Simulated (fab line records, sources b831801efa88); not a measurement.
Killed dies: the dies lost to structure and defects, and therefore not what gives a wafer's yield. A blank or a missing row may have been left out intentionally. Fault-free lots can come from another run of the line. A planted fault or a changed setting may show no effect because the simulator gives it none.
fab line records -- flow gf180mcu
record: lots: 13, wafers: 39, last_day: 34
route steps=602 shown V2@385 V3@429
lots with no fault: from the same line, run without faults
start_h: hours from the record's first day to the start of the lot's first wafer shown -- wait_h: hours from the lot's prior step to this one -- " identical to the entry in the row above -- L1.1+2: one row covering several wafers at once -- - either no value or no given start -- * or withheld: withheld -- < > ~ a bound
route shown NAME@n: a module of which the file shows steps, and the number in the route of the first -- usual: mean and standard deviation over wafers with no fault -- same: alike in all rows -- chamber/n: place in a boat -- sites: each site's reading -- _std_site: how widely they spread, as a standard deviation -- _edge_site: mean of outer sites minus mean of inner sites -- radius_mm: for every site, how far away it sits from the centre of the wafer -- mask NAME#n: copy n -- behind: tool/chamber where the wafer was last shaped -- hold: why the lot was held/for how many hours/how that ended -- device: transistor that didn't switch, given as n, p or np -- end of line: the same wafers' tests at the end of the route -- a step without rows: its recipe alone -- killed: dies that structure and defects cost at the first sort, which is not the same as the wafer's yield -- map: the dies of a wafer, with x for killed, . for not killed, _ for no die there
set.NAME: the setting as run; set.NAME@STEP: as run at that earlier step -- model.NAME: the simulator's own value behind a step, which no gauge read
route steps across a sampled set of lots; one table per step, one row per wafer
services: the hour from which a tool's chamber was out of use, counted from the record's first day as start_h (under 0 if before that day), plus the number of hours and why
== steps ==
step: GF_V2_THK_MEAS_03
recipe: reads: SiO2_of_V2_CVD_02
usual: V2_CVD_02_THK: 850/9.8
lot.wafer,tool,chamber,start_h,wait_h,V2_CVD_02_THK[nm]
L823.2,film_metro-01,-,429.46,0.0,845
L823.4,film_metro-01,-,429.46,0.0,858
L823.6,film_metro-01,-,429.46,0.0,857
L825.3,film_metro-02,-,458.74,0.1,861
L825.5,film_metro-02,-,458.74,0.1,863
L825.6,film_metro-02,-,458.74,0.1,870
L826.1,film_metro-03,-,472.68,0.0,829
L826.2,film_metro-03,-,472.68,0.0,851
L826.4,film_metro-03,-,472.68,0.0,857
L827.2,film_metro-02,-,478.00,0.0,844
L827.5,film_metro-02,-,478.00,0.0,849
L827.6,film_metro-02,-,478.00,0.0,861
L828.3,film_metro-02,-,490.81,0.1,847
L828.4,film_metro-02,-,490.81,0.1,863
L828.5,film_metro-02,-,490.81,0.1,845
L829.2,film_metro-03,-,499.33,0.0,829
L829.4,film_metro-03,-,499.33,0.0,855
L829.6,film_metro-03,-,499.33,0.0,843
L831.2,film_metro-02,-,514.21,0.0,849
L831.3,film_metro-02,-,514.21,0.0,853
L831.4,film_metro-02,-,514.21,0.0,867
L832.1,film_metro-02,-,518.52,0.0,847
L832.4,film_metro-02,-,518.52,0.0,861
L832.5,film_metro-02,-,518.52,0.0,848
L833.1,film_metro-01,-,525.77,0.0,854
L833.4,film_metro-01,-,525.77,0.0,872
L833.5,film_metro-01,-,525.77,0.0,862
L840.1,film_metro-01,-,585.32,0.0,846
L840.2,film_metro-01,-,585.32,0.0,835
L840.6,film_metro-01,-,585.32,0.0,851
L842.1,film_metro-02,-,599.53,0.0,860
L842.3,film_metro-02,-,599.53,0.0,857
L842.5,film_metro-02,-,599.53,0.0,863
L843.1,film_metro-03,-,609.73,0.0,844
L843.4,film_metro-03,-,609.73,0.0,857
L843.6,film_metro-03,-,609.73,0.0,852
L845.1,film_metro-01,-,620.89,0.0,842
L845.4,film_metro-01,-,620.89,0.0,856
L845.5,film_metro-01,-,620.89,0.0,854
step: GF_V2_CD_MEAS_14
recipe: target_cd_nm: 260
usual: cd_nm: 259.9/1.3
lot.wafer,tool,chamber,start_h,wait_h,cd_nm
L823.2,cd_sem-01,-,454.47,0.1,259.8
L823.4,cd_sem-01,-,454.47,0.1,260.4
L823.6,cd_sem-01,-,454.47,0.1,260.1
L825.3,cd_sem-02,-,483.03,0.1,259.2
L825.5,cd_sem-02,-,483.03,0.1,259.1
L825.6,cd_sem-02,-,483.03,0.1,259.3
L826.1,cd_sem-02,-,496.56,0.1,259.2
L826.2,cd_sem-02,-,496.56,0.1,258.6
L826.4,cd_sem-02,-,496.56,0.1,260.5
L827.2,cd_sem-02,-,502.16,0.1,259.9
L827.5,cd_sem-02,-,502.16,0.1,260.0
L827.6,cd_sem-02,-,502.16,0.1,258.6
L828.3,cd_sem-01,-,514.20,0.1,260.9
L828.4,cd_sem-01,-,514.20,0.1,258.8
L828.5,cd_sem-01,-,514.20,0.1,259.5
L829.2,cd_sem-02,-,522.78,0.1,261.0
L829.4,cd_sem-02,-,522.78,0.1,260.4
L829.6,cd_sem-02,-,522.78,0.1,260.5
L831.2,cd_sem-02,-,537.47,0.2,257.8
L831.3,cd_sem-02,-,537.47,0.2,257.7
L831.4,cd_sem-02,-,537.47,0.2,255.9
L832.1,cd_sem-01,-,542.34,0.1,259.7
L832.4,cd_sem-01,-,542.34,0.1,259.4
L832.5,cd_sem-01,-,542.34,0.1,259.6
L833.1,cd_sem-02,-,548.56,0.1,263.0
L833.4,cd_sem-02,-,548.56,0.1,262.8
L833.5,cd_sem-02,-,548.56,0.1,264.2
L840.1,cd_sem-01,-,606.36,0.1,260.9
L840.2,cd_sem-01,-,606.36,0.1,260.9
L840.6,cd_sem-01,-,606.36,0.1,261.3
L842.1,cd_sem-02,-,620.16,0.1,260.1
L842.3,cd_sem-02,-,620.16,0.1,260.8
L842.5,cd_sem-02,-,620.16,0.1,260.1
L843.1,cd_sem-02,-,630.21,0.1,260.5
L843.4,cd_sem-02,-,630.21,0.1,258.8
L843.6,cd_sem-02,-,630.21,0.1,260.5
L845.1,cd_sem-02,-,641.13,0.1,259.0
L845.4,cd_sem-02,-,641.13,0.1,257.3
L845.5,cd_sem-02,-,641.13,0.1,258.1
step: GF_V3_CVD_00
recipe: material: SiO2, target_thk_nm: 600, sigma_open_frac: 0.3, temp_c: 400, time_s: 100, sih4_flow_sccm: 60, pressure_mtorr: 6
usual: sih4_flow_sccm: 60.00/0.19
lot.wafer,tool,chamber,start_h,wait_h,sih4_flow_sccm
L823.2,hdpcvd-01,2,481.24,0.0,60.01
L823.4,hdpcvd-01,0,481.24,0.0,59.96
L823.6,hdpcvd-01,1,481.24,0.0,59.68
L825.3,hdpcvd-01,2,509.80,0.0,60.16
L825.5,hdpcvd-01,0,509.80,0.0,60.12
L825.6,hdpcvd-01,2,509.80,0.0,59.96
L826.1,hdpcvd-02,1,522.46,0.0,59.97
L826.2,hdpcvd-02,2,522.46,0.0,59.70
L826.4,hdpcvd-02,0,522.46,0.0,59.93
L827.2,hdpcvd-01,1,527.84,0.0,59.70
L827.5,hdpcvd-01,1,527.84,0.0,59.97
L827.6,hdpcvd-01,2,527.84,0.0,59.77
L828.3,hdpcvd-02,2,539.66,0.0,60.05
L828.4,hdpcvd-02,0,539.66,0.0,59.85
L828.5,hdpcvd-02,2,539.66,0.0,60.11
L829.2,hdpcvd-02,1,547.88,0.0,59.94
L829.4,hdpcvd-02,0,547.88,0.0,59.62
L829.6,hdpcvd-02,2,547.88,0.0,59.78
L831.2,hdpcvd-02,1,562.61,0.0,59.87
L831.3,hdpcvd-02,2,562.61,0.0,59.63
L831.4,hdpcvd-02,1,562.61,0.0,60.13
L832.1,hdpcvd-02,2,566.87,0.0,59.89
L832.4,hdpcvd-02,2,566.87,0.0,60.18
L832.5,hdpcvd-02,0,566.87,0.0,60.46
L833.1,hdpcvd-02,2,573.54,0.0,60.11
L833.4,hdpcvd-02,2,573.54,0.0,60.18
L833.5,hdpcvd-02,0,573.54,0.0,60.14
L840.1,hdpcvd-01,0,629.99,0.0,51.15
L840.2,hdpcvd-01,1,629.99,0.0,50.86
L840.6,hdpcvd-01,0,629.99,0.0,51.35
L842.1,hdpcvd-01,0,642.73,0.0,50.71
L842.3,hdpcvd-01,0,642.73,0.0,51.13
L842.5,hdpcvd-01,0,642.73,0.0,50.97
L843.1,hdpcvd-02,0,652.50,0.0,59.84
L843.4,hdpcvd-02,0,652.50,0.0,59.79
L843.6,hdpcvd-02,1,652.50,0.0,60.03
L845.1,hdpcvd-02,1,663.30,0.0,59.90
L845.4,hdpcvd-02,0,663.30,0.0,59.97
L845.5,hdpcvd-02,2,663.30,0.0,60.05
step: GF_V3_THK_MEAS_01
recipe: reads: SiO2_of_V3_CVD_00
usual: V3_CVD_00_THK: 601/6.2
lot.wafer,tool,chamber,start_h,wait_h,V3_CVD_00_THK[nm]
L823.2,film_metro-04,-,481.32,0.0,605
L823.4,film_metro-04,-,481.32,0.0,599
L823.6,film_metro-04,-,481.32,0.0,605
L825.3,film_metro-04,-,509.89,0.1,594
L825.5,film_metro-04,-,509.89,0.1,592
L825.6,film_metro-04,-,509.89,0.1,597
L826.1,film_metro-01,-,522.53,0.0,592
L826.2,film_metro-01,-,522.53,0.0,598
L826.4,film_metro-01,-,522.53,0.0,596
L827.2,film_metro-02,-,527.93,0.0,610
L827.5,film_metro-02,-,527.93,0.0,607
L827.6,film_metro-02,-,527.93,0.0,596
L828.3,film_metro-02,-,539.75,0.1,595
L828.4,film_metro-02,-,539.75,0.1,604
L828.5,film_metro-02,-,539.75,0.1,593
L829.2,film_metro-02,-,547.96,0.0,596
L829.4,film_metro-02,-,547.96,0.0,592
L829.6,film_metro-02,-,547.96,0.0,600
L831.2,film_metro-02,-,562.73,0.1,599
L831.3,film_metro-02,-,562.73,0.1,600
L831.4,film_metro-02,-,562.73,0.1,596
L832.1,film_metro-02,-,566.95,0.0,597
L832.4,film_metro-02,-,566.95,0.0,604
L832.5,film_metro-02,-,566.95,0.0,606
L833.1,film_metro-04,-,573.62,0.0,596
L833.4,film_metro-04,-,573.62,0.0,590
L833.5,film_metro-04,-,573.62,0.0,595
L840.1,film_metro-04,-,630.06,0.0,522
L840.2,film_metro-04,-,630.06,0.0,521
L840.6,film_metro-04,-,630.06,0.0,515
L842.1,film_metro-01,-,642.83,0.1,509
L842.3,film_metro-01,-,642.83,0.1,511
L842.5,film_metro-01,-,642.83,0.1,513
L843.1,film_metro-01,-,652.57,0.0,607
L843.4,film_metro-01,-,652.57,0.0,605
L843.6,film_metro-01,-,652.57,0.0,601
L845.1,film_metro-02,-,663.37,0.0,602
L845.4,film_metro-02,-,663.37,0.0,603
L845.5,film_metro-02,-,663.37,0.0,615
step: GF_V3_CVD_02
recipe: material: SiO2, target_thk_nm: 850, precursor: TEOS, temp_c: 400, time_s: 94.851, rf_w: 600
usual: heater_power_w: 665/100
lot.wafer,tool,chamber,start_h,wait_h,heater_power_w
L823.2,pecvd-03,0,481.37,0.0,508
L823.4,pecvd-03,2,481.37,0.0,647
L823.6,pecvd-03,1,481.37,0.0,674
L825.3,pecvd-01,1,509.93,0.0,745
L825.5,pecvd-01,0,509.93,0.0,695
L825.6,pecvd-01,1,509.93,0.0,782
L826.1,pecvd-01,2,522.59,0.1,631
L826.2,pecvd-01,1,522.59,0.1,750
L826.4,pecvd-01,1,522.59,0.1,773
L827.2,pecvd-03,0,527.98,0.0,597
L827.5,pecvd-03,2,527.98,0.0,555
L827.6,pecvd-03,1,527.98,0.0,717
L828.3,pecvd-03,1,539.79,0.0,650
L828.4,pecvd-03,2,539.79,0.0,718
L828.5,pecvd-03,1,539.79,0.0,681
L829.2,pecvd-01,1,548.01,0.0,757
L829.4,pecvd-01,1,548.01,0.0,778
L829.6,pecvd-01,2,548.01,0.0,575
L831.2,pecvd-04,1,562.78,0.0,702
L831.3,pecvd-04,0,562.78,0.0,942
L831.4,pecvd-04,0,562.78,0.0,996
L832.1,pecvd-04,1,567.01,0.1,707
L832.4,pecvd-04,1,567.01,0.1,729
L832.5,pecvd-04,0,567.01,0.1,912
L833.1,pecvd-04,1,573.68,0.1,725
L833.4,pecvd-04,2,573.68,0.1,527
L833.5,pecvd-04,1,573.68,0.1,562
L840.1,pecvd-01,0,630.12,0.1,619
L840.2,pecvd-01,2,630.12,0.1,642
L840.6,pecvd-01,0,630.12,0.1,655
L842.1,pecvd-03,0,642.89,0.1,577
L842.3,pecvd-03,1,642.89,0.1,690
L842.5,pecvd-03,2,642.89,0.1,694
L843.1,pecvd-04,2,652.63,0.1,643
L843.4,pecvd-04,2,652.63,0.1,608
L843.6,pecvd-04,2,652.63,0.1,529
L845.1,pecvd-03,2,663.43,0.1,679
L845.4,pecvd-03,0,663.43,0.1,593
L845.5,pecvd-03,2,663.43,0.1,556
== services ==
tool,chamber,start_h,hours,kind
pecvd-03,-,463.79,5.8,repair
pecvd-01,-,499.63,4.7,repair
hdpcvd-02,2,504.93,4.2,repair
pecvd-04,0,511.71,9.8,repair
pecvd-01,0,514.78,25.1,repair
hdpcvd-01,-,534.97,1.2,repair
hdpcvd-01,-,539.25,15.0,pm
hdpcvd-01,0,539.25,15.0,vent_cycle
hdpcvd-01,1,539.25,15.0,vent_cycle
hdpcvd-01,2,539.25,15.0,vent_cycle
pecvd-04,-,546.75,0.4,repair
pecvd-01,1,548.36,4.9,repair
hdpcvd-02,0,553.24,9.7,repair
hdpcvd-01,0,554.25,-,clean
hdpcvd-01,1,554.25,-,clean
hdpcvd-01,2,554.25,-,clean
pecvd-04,-,591.12,14.0,pm
pecvd-04,-,591.20,3.4,repair
hdpcvd-01,-,615.42,5.5,pm
pecvd-04,-,618.10,1.3,repair
hdpcvd-01,2,641.66,5.0,repair
pecvd-04,0,649.62,3.8,repair
pecvd-04,1,652.04,4.1,repair
pecvd-03,1,656.10,3.5,repair
== key ==
first_sign: step: GF_V3_CVD_00, reading: sih4_flow_sccm, direction: down, sigmas: 46, usual: 60.00, struck: 51.03
effect: step: GF_V3_THK_MEAS_01, reading: V3_CVD_00_THK, direction: down, sigmas: 14, usual: 601, struck: 515
met_at GF_V3_CVD_00
struck_lots L840,L842
not_acting_at GF_V2_THK_MEAS_03,GF_V2_CD_MEAS_14,GF_V3_CVD_02
onset_between 527.84 629.99
fault: kind: process_parameter_drift, tool: hdpcvd-01, chamber: -, onset_h: 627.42, steps: GF_V3_CVD_00, channel: sih4_flow_sccm, offset: -9, shape: step, end_h: 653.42, acts_in: these_recipes_only, stated: 60
